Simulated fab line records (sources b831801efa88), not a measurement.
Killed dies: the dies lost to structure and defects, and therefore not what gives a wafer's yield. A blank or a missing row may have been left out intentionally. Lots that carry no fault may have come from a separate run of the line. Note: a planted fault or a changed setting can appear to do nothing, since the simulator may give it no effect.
What tool caused it? + flow gf180mcu + 18 wafers from 6 lots sampled at 3 of the route's 602 steps

WHAT EACH GAUGE READ, for each wafer
GF_HV_LDD_RS_MEAS_53: a four-point-probe measurement.
| lot  | measured     | on            | HV_LDD_RS (ohm/sq) |
|------|--------------|---------------|--------------------|
| L863 | day 12 13:53 | film metro-02 | 417.6 418.3 417.4  |
| L866 | day 13 13:19 | film metro-03 | 419.1 417.9 420.8  |
| L869 | day 14 19:02 | film metro-03 | 416.9 417.8 417.9  |
| L873 | day 15 22:44 | film metro-04 | - - -              |
| L877 | day 17 13:29 | film metro-02 | 418.6 417.5 418.4  |
| L883 | day 19 03:32 | film metro-03 | 419.1 418.6 418.7  |

WHICH TOOL RAN EACH LOT (tool, then ch and the chambers of the sampled wafers, then the start)
| lot  | GF_VT_IMPLANT_STRIP_09               | GF_HV_LDD_IMPLANT_35            |
|------|--------------------------------------|---------------------------------|
| L863 | plasma asher-03 ch 0,1, day 6 00:06  | implanter-02 ch 0, day 11 18:58 |
| L866 | plasma asher-03 ch 0,1, day 6 14:06  | implanter-03 ch 0, day 12 16:08 |
| L869 | plasma asher-04 ch 0,1, day 7 11:42  | implanter-03 ch 0, day 13 20:55 |
| L873 | plasma asher-03 ch 0,1, day 8 08:35  | implanter-03 ch 0, day 15 00:46 |
| L877 | plasma asher-04 ch 0,1, day 9 10:02  | implanter-02 ch 0, day 16 13:37 |
| L883 | plasma asher-03 ch 0,1, day 10 21:00 | implanter-02 ch 0, day 18 02:43 |
- GF_VT_IMPLANT_STRIP_09: strips in O2/N2.
- GF_HV_LDD_IMPLANT_35

THE ANSWER, worked out from the rows above alone
Rule: usual is defined by the lots themselves. The widest of any qualifying gaps counts: lots, ordered by their means at a reading, are off when they make up no more than a third of the lots, leave a main group of 4 or more, and stand apart from it by 3 or more times the standard deviation of that group's means. A main group is skipped when, at the precision printed for the reading in the tables above, its means are all equal. Also off: a lot with no number at a reading for which 4 or more lots have one. Where the step has rows for the other lots, those lots are counted as sound.
Off: L873, seen at GF_HV_LDD_RS_MEAS_53 (HV_LDD_RS). Without a number there: L873. The main group has a mean of 418.3 ohm/sq with a standard deviation of 0.64.
If a tool, at a process step before that reading, ran all the lots that are off and no sound lot after the first of them, it fits. The gauges at GF_HV_LDD_RS_MEAS_53 are tried like those tools. Can't be told from this: 2 tools fit, implanter-03 at GF_HV_LDD_IMPLANT_35, film metro-04 at GF_HV_LDD_RS_MEAS_53.

WHAT THE SIMULATOR HAD INSERTED
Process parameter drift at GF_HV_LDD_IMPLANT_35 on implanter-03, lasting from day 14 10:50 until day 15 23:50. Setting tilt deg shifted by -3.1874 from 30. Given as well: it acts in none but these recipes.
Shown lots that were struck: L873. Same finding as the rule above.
